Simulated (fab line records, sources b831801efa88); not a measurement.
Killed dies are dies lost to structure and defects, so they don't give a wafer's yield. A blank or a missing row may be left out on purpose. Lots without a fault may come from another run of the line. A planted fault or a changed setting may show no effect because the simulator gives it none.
fab line records | flow sky130
record lots=12 wafers=34 last_day=50
route steps=708 shown FIELD_ISO@16 PWDE@84 VT_ADJUST_LVTN@106 SONOS_TUNNEL@162
lots that met no fault: from a run of the same line without faults
start_h: hours from the record's first day to the start of the lot's first wafer shown | wait_h: hours since the lot's step before | " the same as in the row above | L1.1+2: a row that stands for several wafers | - no value, or no start given | * or withheld: withheld | < > ~ a bound
route shown NAME@n: a module of which the file shows steps, and the number in the route of the first | usual: mean/standard deviation of fault-free wafers | same: alike in all rows | chamber/n: place in a boat | sites: the reading at each site | _std_site: their standard deviation | _edge_site: outer sites' mean less inner sites' | radius_mm: how far each site lies from the wafer's centre | mask NAME#n: copy n | behind: the tool/chamber that last shaped the wafer | hold: why the lot was held/for how many hours/how that ended | device: the transistor (n, p or np) that didn't switch | end of line: the same wafers' tests at the end of the route | a step without rows: its recipe alone | killed: dies lost to structure and defects at the first sort, not the wafer's yield | map: a wafer's dies, x killed, . not, _ none there
set.NAME: the setting as run; set.NAME@STEP: as run at that earlier step | model.NAME: the simulator's own value behind a step, which no gauge read
steps of the route over a sample of lots; a table a step, a row a wafer
services: from which hour (start_h, from the record's first day; less than 0 if before it) a tool's chamber was out of use, for how many hours, and why
## steps
# step SKY_FIELD_ISO_ETCH_15
# recipe chemistry=CHF3/O2 target_depth_nm=180 stop_on=Si source_w=600 bias_w=200 pressure_mtorr=40 chf3_flow_sccm=50 O2_flow_sccm=5 time_s=72
# usual O2_flow_sccm=4.997/0.015 bias_w=200.0/0.64 drypump_motor_current_A=5.6/0.33 oes_product_au=0.947/0.0066 throttle_valve_pct=8.845/0.009
# columns lot.wafer tool chamber start_h wait_h O2_flow_sccm bias_w drypump_motor_current_A oes_product_au rf_hours_counter_h throttle_valve_pct
L317.1 rie_diel-01 0 31.82 0.0 4.977 200.0 5.3 0.953 101 8.852
L317.5 " 2 " " 4.998 200.5 5.8 0.950 - 8.849
L317.6 " 3 " " 4.998 200.4 6.0 0.951 - 8.845
L318.2 rie_diel-01 0 36.37 0.0 4.994 200.7 5.3 0.941 101 8.830
L318.3 " 3 " " 4.977 200.2 6.0 0.937 99 8.859
L318.6 " 3 " " 5.010 200.4 6.0 0.950 - 8.855
L320.1 rie_diel-04 0 45.85 0.0 5.006 199.1 5.3 0.949 115 8.845
L320.2 " 1 " " 5.023 199.0 5.2 0.951 9 8.843
L320.4 " 3 " " 5.000 199.9 5.7 0.955 111 8.835
L322.1 rie_diel-01 1 54.70 0.0 5.024 199.8 6.4 0.957 160 8.872
L322.2 " 0 " " 5.008 200.9 5.3 0.958 101 8.846
L322.6 " 3 " " 5.014 199.8 6.0 0.950 - 8.850
L323.2 rie_diel-03 1 61.25 0.0 5.004 199.8 5.5 0.952 2 8.835
L323.3 " 3 " " 4.998 199.5 5.4 0.941 99 8.853
L323.4 " 0 " " 4.998 200.7 5.9 0.938 - 8.829
L325.1 rie_diel-03 3 70.37 0.0 4.995 199.2 5.4 0.946 100 8.842
L325.4 " 0 " " 5.010 200.6 5.9 0.736 - 8.798
L327.2 rie_diel-03 3 79.56 0.0 4.974 200.3 5.4 0.955 100 8.852
L327.3 " 0 " " 5.003 199.2 5.9 0.958 92 8.843
L327.4 " 0 " " 4.999 200.3 5.9 0.742 - 8.794
L328.2 rie_diel-03 3 85.95 0.0 5.010 200.2 5.4 0.945 100 8.820
L328.4 " 1 " " 4.993 199.2 5.5 0.758 2 8.794
L335.1 rie_diel-04 0 121.78 0.0 4.998 200.3 5.4 0.952 116 8.846
L335.3 " 0 " " 4.974 200.9 5.4 0.946 - 8.855
L335.4 " 1 " " 5.020 199.0 5.2 0.945 - 8.833
L337.1 rie_diel-01 0 133.61 0.0 4.993 201.2 5.3 0.948 103 8.844
L337.3 " 2 " " 4.973 199.5 5.8 0.950 49 8.840
L337.6 " 0 " " 5.015 200.6 5.3 0.936 - 8.850
L339.2 rie_diel-04 0 143.67 0.0 5.003 199.9 5.4 0.954 117 8.830
L339.4 " 3 " " 5.006 200.2 5.7 0.950 113 8.859
L339.5 " 0 " " 5.018 198.9 5.3 0.936 - 8.846
L340.3 rie_diel-03 1 152.20 0.0 4.981 200.2 5.5 0.942 3 8.847
L340.4 " 3 " " 5.009 199.7 5.3 0.943 - 8.842
L340.6 " 1 " " 5.006 200.0 5.4 0.950 - 8.854
# step SKY_FIELD_ISO_STRIP_16
# recipe chemistry=O2/N2 power_w=1400 pressure_mtorr=1500 platen_temp_c=withheld o2_flow_sccm=3000 n2_flow_sccm=300 overash_fraction=0.5
# usual drypump_motor_current_A=5.6/0.46 oes_product_au=0.378/0.0049 strip_time_to_endpoint_s=3.54/0.043
# columns lot.wafer tool chamber start_h wait_h drypump_motor_current_A oes_product_au rf_hours_counter_h strip_time_to_endpoint_s
L317.1 plasma_asher-01 1 31.88 0.0 5.6 0.384 34 3.52
L317.5 " 1 " " 5.6 0.373 - 3.49
L317.6 " 0 " " 5.3 0.377 - 3.55
L318.2 plasma_asher-01 1 36.43 0.0 5.6 0.375 35 3.51
L318.3 " 1 " " 5.6 0.378 - 3.58
L318.6 " 1 " " 5.6 0.374 - 3.54
L320.1 plasma_asher-03 1 45.91 0.0 4.9 0.379 36 3.60
L320.2 " 0 " " 5.8 0.381 36 3.51
L320.4 " 1 " " 5.0 0.385 - 3.59
L322.1 plasma_asher-01 1 54.76 0.0 5.6 0.378 37 3.56
L322.2 " 0 " " 5.3 0.378 37 3.53
L322.6 " 0 " " 5.3 0.377 - 3.54
L323.2 plasma_asher-04 0 61.31 0.0 5.3 0.377 37 3.51
L323.3 " 1 " " 6.4 0.377 - 3.54
L323.4 " 0 " " 5.2 0.387 - 3.59
L325.1 plasma_asher-01 0 70.43 0.0 5.3 0.375 38 3.58
L325.4 " 1 " " 5.6 0.405 - 4.26
L327.2 plasma_asher-01 1 79.62 0.0 5.6 0.374 39 3.54
L327.3 " 0 " " 5.3 0.377 - 3.54
L327.4 " 1 " " 5.6 0.401 - 4.18
L328.2 plasma_asher-01 1 86.01 0.0 5.6 0.377 40 3.58
L328.4 " 1 " " 5.6 0.398 - 4.20
L335.1 plasma_asher-03 0 121.87 0.1 5.8 0.377 44 3.58
L335.3 " 1 " " 5.0 0.378 - 3.58
L335.4 " 0 " " 5.8 0.383 - 3.53
L337.1 plasma_asher-04 1 133.67 0.0 6.4 0.378 45 3.54
L337.3 " 1 " " 6.5 0.368 - 3.50
L337.6 " 0 " " 5.3 0.387 - 3.54
L339.2 plasma_asher-01 1 143.73 0.0 5.6 0.379 2 3.60
L339.4 " 0 " " 5.3 0.387 - 3.59
L339.5 " 0 " " 5.3 0.381 - 3.62
L340.3 plasma_asher-01 0 152.29 0.1 5.3 0.388 - 3.49
L340.4 " 1 " " 5.6 0.374 - 3.51
L340.6 " 1 " " 5.6 0.372 - 3.50
# step SKY_NWELL_RS_MEAS_31
# recipe thk_meas_gauge=four-point-probe
# usual PWDE_RS=5282/18
# columns lot.wafer tool chamber start_h wait_h PWDE_RS[ohm/sq]
L317.1 film_metro-01 - 103.15 0.1 5290
L317.5 " - " " 5273
L317.6 " - " " 5289
L318.2 film_metro-03 - 112.06 0.1 5264
L318.3 " - " " 5269
L318.6 " - " " 5271
L320.1 film_metro-04 - 121.99 0.1 5264
L320.2 " - " " 5277
L320.4 " - " " 5276
L322.1 film_metro-01 - 132.64 0.1 5276
L322.2 " - " " 5275
L322.6 " - " " 5292
L323.2 film_metro-03 - 139.37 0.1 5254
L323.3 " - " " 5257
L323.4 " - " " 5250
L325.1 film_metro-04 - 152.04 0.1 5270
L325.4 " - " " 5257
L327.2 film_metro-01 - 164.98 0.1 5259
L327.3 " - " " 5260
L327.4 " - " " 5277
L328.2 film_metro-01 - 169.86 0.1 5280
L328.4 " - " " 5289
L335.1 film_metro-01 - 217.55 0.1 5304
L335.3 " - " " 5310
L335.4 " - " " 5330
L337.1 film_metro-04 - 224.19 0.1 5267
L337.3 " - " " 5271
L337.6 " - " " 5252
L339.2 film_metro-04 - 237.36 0.1 5259
L339.4 " - " " 5260
L339.5 " - " " 5284
L340.3 film_metro-04 - 246.89 0.1 5271
L340.4 " - " " 5289
L340.6 " - " " 5278
# step SKY_VT_ADJUST_LVTN_STRIP_09
# recipe chemistry=O2/N2 power_w=1400 pressure_mtorr=1500 platen_temp_c=withheld o2_flow_sccm=3000 n2_flow_sccm=300 overash_fraction=0.5
# usual drypump_motor_current_A=5.7/0.57 oes_product_au=0.722/0.0042 strip_time_to_endpoint_s=36.89/0.11
# columns lot.wafer tool chamber start_h wait_h drypump_motor_current_A oes_product_au rf_hours_counter_h strip_time_to_endpoint_s
L317.1 plasma_asher-04 1 140.08 0.1 6.5 0.724 46 36.85
L317.5 " 1 " " 6.4 0.727 - 36.92
L317.6 " 0 " " 5.2 0.723 - 36.90
L318.2 plasma_asher-01 0 149.25 0.1 5.3 0.720 3 36.81
L318.3 " 0 " " 5.3 0.724 - 36.83
L318.6 " 0 " " 5.3 0.720 - 36.84
L320.1 plasma_asher-04 1 160.39 0.1 6.4 0.726 48 36.76
L320.2 " 0 " " 5.2 0.727 48 36.69
L320.4 " 0 " " 5.2 0.722 - 36.77
L322.1 plasma_asher-01 1 172.44 0.1 5.6 0.720 5 37.03
L322.2 " 0 " " 5.3 0.719 5 36.99
L322.6 " 1 " " 5.6 0.714 - 37.03
L323.2 plasma_asher-02 0 178.83 0.1 6.8 0.719 37 36.83
L323.3 " 1 " " 5.4 0.726 - 36.94
L323.4 " 0 " " 6.8 0.723 - 36.84
L325.1 plasma_asher-01 1 192.64 0.1 5.7 0.717 7 36.91
L325.4 " 1 " " 5.6 0.725 - 36.78
L327.2 plasma_asher-04 1 207.20 0.1 6.4 0.723 52 37.04
L327.3 " 0 " " 5.3 0.721 - 37.08
L327.4 " 1 " " 6.4 0.725 - 37.01
L328.2 plasma_asher-02 0 212.08 0.1 6.7 0.723 41 36.84
L328.4 " 1 " " 5.3 0.714 - 36.82
L335.1 plasma_asher-01 0 264.14 0.1 5.3 0.723 14 37.11
L335.3 " 1 " " 5.6 0.723 - 37.09
L335.4 " 0 " " 5.3 0.724 - 37.04
L337.1 plasma_asher-02 0 271.33 0.1 6.7 0.722 46 36.90
L337.3 " 1 " " 5.4 0.718 - 36.99
L337.6 " 1 " " 5.4 0.730 - 36.92
L339.2 plasma_asher-02 1 285.00 0.1 5.3 0.726 48 36.95
L339.4 " 0 " " 6.8 0.726 - 36.97
L339.5 " 0 " " 6.7 0.721 - 36.90
L340.3 plasma_asher-02 0 296.01 0.1 6.8 0.723 - 36.88
L340.4 " 1 " " 5.4 0.724 - 36.83
L340.6 " 1 " " 5.4 0.721 - 36.90
# step SKY_SONOS_TUNNEL_OVL_MEAS_08
# usual SONOS_TUNNEL_OVL=0.5/1.9
# columns lot.wafer tool chamber start_h wait_h SONOS_TUNNEL_OVL[nm]
L317.1 overlay-01 - 245.61 0.1 0.2
L317.5 " - " " -0.5
L317.6 " - " " -0.5
L318.2 overlay-01 - 258.09 0.1 -0.7
L318.3 " - " " -2.0
L318.6 " - " " -2.1
L320.1 overlay-01 - 270.28 0.1 0.9
L320.2 " - " " 0.2
L320.4 " - " " 0.4
L322.1 overlay-01 - 285.23 0.1 -0.6
L322.2 " - " " -0.8
L322.6 " - " " -1.6
L323.2 overlay-01 - 293.78 0.1 -0.4
L323.3 " - " " -0.3
L323.4 " - " " -0.1
L325.1 overlay-02 - 309.46 0.1 1.3
L325.4 " - " " 1.2
L327.2 overlay-01 - 325.07 0.1 -2.1
L327.3 " - " " -0.3
L327.4 " - " " 0.3
L328.2 overlay-01 - 333.27 0.1 1.8
L328.4 " - " " 3.6
L335.1 overlay-01 - 387.73 0.1 -2.0
L335.3 " - " " -1.1
L335.4 " - " " -2.0
L337.1 overlay-02 - 396.31 0.1 0.6
L337.3 " - " " 3.0
L337.6 " - " " 0.8
L339.2 overlay-02 - 412.13 0.1 2.3
L339.4 " - " " 2.2
L339.5 " - " " 3.1
L340.3 overlay-02 - 427.52 0.1 0.8
L340.4 " - " " 2.5
L340.6 " - " " 3.6
## services
# columns tool chamber start_h hours kind
rie_diel-04 2 7.84 10.5 repair
rie_diel-04 1 12.04 1.7 repair
plasma_asher-04 - 13.76 14.6 pm
rie_diel-04 3 32.21 2.7 repair
rie_diel-01 3 41.61 5.6 repair
rie_diel-03 - 42.57 0.6 repair
rie_diel-03 2 52.02 20.9 repair
rie_diel-04 0 59.95 3.7 repair
rie_diel-04 - 75.48 2.8 pm
rie_diel-03 2 76.31 3.8 repair
plasma_asher-02 - 92.78 3.9 repair
rie_diel-01 3 101.72 7.7 repair
rie_diel-04 2 106.59 15.9 repair
plasma_asher-01 - 108.75 9.0 pm
rie_diel-04 3 119.88 3.3 repair
plasma_asher-01 - 127.27 1.2 repair
rie_diel-03 2 129.03 14.7 repair
rie_diel-03 0 152.08 7.3 repair
rie_diel-01 1 154.79 4.8 repair
rie_diel-03 - 172.21 0.4 repair
rie_diel-01 - 205.72 0.4 repair
rie_diel-01 - 266.31 2.8 pm
rie_diel-01 3 271.66 7.8 repair
rie_diel-01 1 284.10 3.1 repair
## key
first_sign step=SKY_FIELD_ISO_ETCH_15 reading=oes_product_au direction=down sigmas=31 usual=0.947 struck=0.745
effect step=SKY_FIELD_ISO_ETCH_15 reading=throttle_valve_pct direction=down sigmas=5.5 usual=8.845 struck=8.795
effect step=SKY_FIELD_ISO_STRIP_16 reading=strip_time_to_endpoint_s direction=up sigmas=15 usual=* struck=*
met_at SKY_FIELD_ISO_ETCH_15
struck_lots L325,L327,L328
struck_wafers L325.4,L327.4,L328.4
tester_left_out L325,L327,L328
not_acting_at SKY_NWELL_RS_MEAS_31,SKY_VT_ADJUST_LVTN_STRIP_09,SKY_SONOS_TUNNEL_OVL_MEAS_08
onset_between 61.25 70.37
fault kind=process_parameter_drift tool=rie_diel-03 chamber=- onset_h=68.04 steps=SKY_FIELD_ISO_ETCH_15 channel=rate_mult offset=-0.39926 shape=step end_h=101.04 scope=struck_wafers_only
# tester_left_out: of these lots the tester's yield and bins aren't shown, on N5 and GAA mostly nor the transistor test; their killed dies are dies lost to structure and defects alone, not to doping, threshold or leakage, so they don't give the yield
